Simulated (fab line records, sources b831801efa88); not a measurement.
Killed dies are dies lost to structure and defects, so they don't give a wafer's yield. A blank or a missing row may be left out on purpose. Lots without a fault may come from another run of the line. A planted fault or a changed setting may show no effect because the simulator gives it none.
fab line records | flow sfq_line
record lots=13 wafers=39 last_day=92
route steps=325 shown I3@144
lots that met no fault: from a run of the same line without faults
start_h: hours from the record's first day to the start of the lot's first wafer shown | wait_h: hours since the lot's step before | " the same as in the row above | L1.1+2: a row that stands for several wafers | - no value, or no start given | * or withheld: withheld | < > ~ a bound
route shown NAME@n: a module of which the file shows steps, and the number in the route of the first | usual: mean/standard deviation of fault-free wafers | same: alike in all rows | chamber/n: place in a boat | sites: the reading at each site | _std_site: their standard deviation | _edge_site: outer sites' mean less inner sites' | radius_mm: how far each site lies from the wafer's centre | mask NAME#n: copy n | behind: the tool/chamber that last shaped the wafer | hold: why the lot was held/for how many hours/how that ended | device: the transistor (n, p or np) that didn't switch | end of line: the same wafers' tests at the end of the route | a step without rows: its recipe alone | killed: dies lost to structure and defects at the first sort, not the wafer's yield | map: a wafer's dies, x killed, . not, _ none there
set.NAME: the setting as run; set.NAME@STEP: as run at that earlier step | model.NAME: the simulator's own value behind a step, which no gauge read
steps of the route over a sample of lots; a table a step, a row a wafer
services: from which hour (start_h, from the record's first day; less than 0 if before it) a tool's chamber was out of use, for how many hours, and why
## steps
# step SFQ_TRILAYER_I3_VIA_BARC_OPEN_VIA_ETCH_121
# recipe mask_material=PR chemistry=O2 target_depth_nm=125 target=BARC source_w=500 bias_w=80 pressure_mtorr=30 time_s=41.7
# usual bias_w=79.99/0.24 chamber_pressure_mTorr=30.001/0.026 drypump_motor_current_A=5.7/0.42 oes_product_au=0.685/0.0046
# columns lot.wafer tool chamber start_h wait_h bias_w chamber_pressure_mTorr drypump_motor_current_A oes_product_au rf_hours_counter_h
L811.3 rie_diel-04 3 1157.31 0.0 79.71 29.986 6.1 0.685 18
L811.5 " 2 " " 79.70 29.987 5.1 0.688 -
L811.6 " 3 " " 79.59 30.011 6.1 0.675 -
L812.3 rie_diel-04 2 1169.31 0.0 79.99 29.984 5.1 0.689 0
L812.4 " 0 " " 80.01 30.012 5.8 0.689 -
L812.5 " 2 " " 80.10 29.981 5.1 0.681 -
L813.1 rie_diel-04 2 1178.91 0.0 79.99 30.048 5.1 0.689 0
L813.2 " 1 " " 80.25 30.029 6.1 0.689 8
L813.3 " 0 " " 79.70 29.981 5.8 0.690 11
L814.1 rie_diel-04 0 1186.11 0.0 80.55 30.024 5.8 0.683 11
L814.3 " 1 " " 79.98 29.990 6.1 0.678 8
L814.4 " 0 " " 80.39 29.989 5.8 0.679 -
L816.2 rie_diel-03 1 1192.11 0.0 80.26 30.000 5.9 0.690 8
L816.3 " 0 " " 80.15 30.006 6.1 0.686 15
L816.4 " 3 " " 80.14 30.018 5.5 0.673 8
L817.2 rie_diel-04 2 1198.11 0.0 79.83 30.001 5.1 0.692 1
L817.3 " 1 " " 79.94 24.033 6.1 0.692 9
L817.6 " 3 " " 80.09 30.010 6.1 0.690 -
L820.1 rie_diel-03 3 1244.91 0.0 80.51 30.027 5.5 0.687 9
L820.2 " 0 " " 80.11 29.974 6.2 0.685 15
L820.5 " 1 " " 79.60 30.006 5.9 0.695 -
L826.3 rie_diel-03 1 1306.88 0.0 79.73 30.010 5.9 0.688 9
L826.4 " 2 " " 79.41 30.002 6.0 0.683 17
L826.5 " 2 " " 79.76 29.993 6.0 0.682 -
L827.3 rie_diel-03 2 1318.88 0.0 80.07 29.963 6.0 0.685 17
L827.4 " 3 " " 79.82 29.962 5.5 0.680 10
L827.5 " 0 " " 80.40 29.994 6.2 0.690 -
L828.1 rie_diel-02 3 1327.23 0.0 80.26 29.974 5.2 0.688 15
L828.3 " 0 " " 79.85 29.992 5.6 0.680 11
L828.6 " 0 " " 80.01 29.957 5.6 0.688 -
L829.2 rie_diel-04 3 1330.83 0.0 79.91 29.965 6.1 0.683 2
L829.3 " 0 " " 80.11 30.024 5.8 0.689 13
L829.5 " 0 " " 80.09 29.987 5.8 0.678 -
L830.2 rie_diel-03 2 1344.03 0.0 80.12 30.030 6.0 0.691 18
L830.4 " 1 " " 80.20 29.981 5.9 0.688 9
L830.5 " 2 " " 80.17 30.013 6.0 0.692 -
L833.1 rie_diel-04 0 1351.23 0.0 80.06 30.009 5.8 0.684 14
L833.2 " 2 " " 79.95 30.024 5.1 0.679 3
L833.6 " 2 " " 80.15 29.965 5.1 0.674 -
## services
# columns tool chamber start_h hours kind
rie_diel-02 - 1145.45 28.1 pm
rie_diel-04 0 1153.28 10.7 repair
rie_diel-03 0 1162.05 2.1 repair
rie_diel-04 3 1166.61 - clean
rie_diel-04 3 1166.61 22.0 scheduled_down
rie_diel-04 3 1166.61 22.0 vent_cycle
rie_diel-02 - 1195.53 2.8 pm
rie_diel-02 3 1205.98 3.0 repair
rie_diel-02 - 1207.68 1.0 repair
rie_diel-03 - 1216.74 28.1 pm
rie_diel-04 3 1238.17 23.1 repair
rie_diel-04 0 1240.73 5.1 repair
rie_diel-03 2 1245.56 16.4 repair
rie_diel-03 3 1245.57 4.9 repair
rie_diel-04 0 1268.84 4.0 repair
rie_diel-03 - 1288.43 15.6 pm
rie_diel-04 2 1297.77 3.7 repair
rie_diel-02 1 1305.37 7.5 repair
rie_diel-03 2 1328.57 5.4 repair
rie_diel-02 3 1335.74 11.0 repair
rie_diel-04 3 1347.99 5.6 repair
## key
first_sign step=SFQ_TRILAYER_I3_VIA_BARC_OPEN_VIA_ETCH_121 reading=chamber_pressure_mTorr direction=down sigmas=99+ usual=30.001 struck=24.033
effect none on later readings
met_at SFQ_TRILAYER_I3_VIA_BARC_OPEN_VIA_ETCH_121
struck_lots L817
struck_wafers L817.3
onset_between 1186.11 1198.11
fault kind=process_parameter_drift tool=rie_diel-04 chamber=1 onset_h=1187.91 steps=SFQ_TRILAYER_I3_VIA_BARC_OPEN_VIA_ETCH_121 channel=pressure_mtorr offset=-6 shape=step end_h=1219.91 acts_in=these_recipes_only stated=30
